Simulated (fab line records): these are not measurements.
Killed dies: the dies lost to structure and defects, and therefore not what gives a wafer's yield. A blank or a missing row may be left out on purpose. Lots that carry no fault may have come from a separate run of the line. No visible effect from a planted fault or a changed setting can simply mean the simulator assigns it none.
A single fault, viewed from 2 desks    flow gf180mcu    each desk has only its own numbers; what lay behind them comes last

## TOOL OWNER'S DESK, implanter-04
The tool's own readings at GF_VT_IMPLANT_IMPLANT_30, given as means over the sampled wafers that have a number, one for each lot that went through this tool. A lot is out of limits, marked OUT, if its mean lies more than 4 standard deviations from the usual mean; the brackets give that distance.
Columns: A = beam_energy_keV at GF_VT_IMPLANT_IMPLANT_30, usual 25.000; B = dose_ions_cm2 at GF_VT_IMPLANT_IMPLANT_30, usual 2.534e+12
lot   first seen here  A                 B
L261  day 6 20:19      24.999            2.535e+12
L268  day 8 22:57      24.989            2.535e+12
L271  day 9 16:17      25.692 (+87) OUT  2.534e+12
L275  day 10 18:42     25.688 (+86) OUT  2.533e+12
L284  day 13 07:35     24.996            2.532e+12
Finding of this desk: L271, L275 out of limits; the first was L271 at day 9 16:17, on beam_energy_keV at GF_VT_IMPLANT_IMPLANT_30. Within limits: L261, L268, L284.

## FROM THE METROLOGY DESK
Lot by lot, what the gauges showed, no matter which tool ran the lot: averages of those sampled wafers that carry a number. A lot is out of limits, marked OUT, if its mean lies more than 4 standard deviations from the usual mean; the brackets give that distance.
Columns: A = VT_IMPLANT_01_OVL at GF_VT_IMPLANT_OVL_MEAS_18, usual -1.0 nm; B = VT_IMPLANT_2_TW at GF_VT_IMPLANT_TW_MEAS_21, usual 1205; C = VT_IMPLANT_02_OVL at GF_VT_IMPLANT_OVL_MEAS_29, usual -0.4 nm
lot   first seen here  A     B     C
L261  day 6 05:16      -1.7  1231  1.0
L268  day 8 05:50      0.1   1198  -0.7
L271  day 8 22:50      -0.3  1204  -1.4
L275  day 10 00:02     -1.8  1182  -1.9
L281  day 11 13:40     -2.8  1232  -0.6
L284  day 12 11:20     -0.0  1200  1.4
Result from this desk: across the 6 lots, nothing is out of limits.

## ALL TOGETHER
The tool owner's desk had the chance to raise an alarm at day 9 16:17 on L271, L275.
The metrology desk saw nothing out of limits.
The metrology desk holds a record of L271, L275, inside its limits.
GF_VT_IMPLANT_IMPLANT_30 was run on implanter-04 by each of the lots named.

## WHAT THE SIMULATOR HAD INSERTED
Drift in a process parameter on implanter-04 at GF_VT_IMPLANT_IMPLANT_30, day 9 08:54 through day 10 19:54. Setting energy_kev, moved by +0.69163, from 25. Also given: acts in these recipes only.
Lots struck among those shown: L271, L275.
Delay in hours, fault start to first out-of-limits reading, by desk: the tool owner's desk at 7.
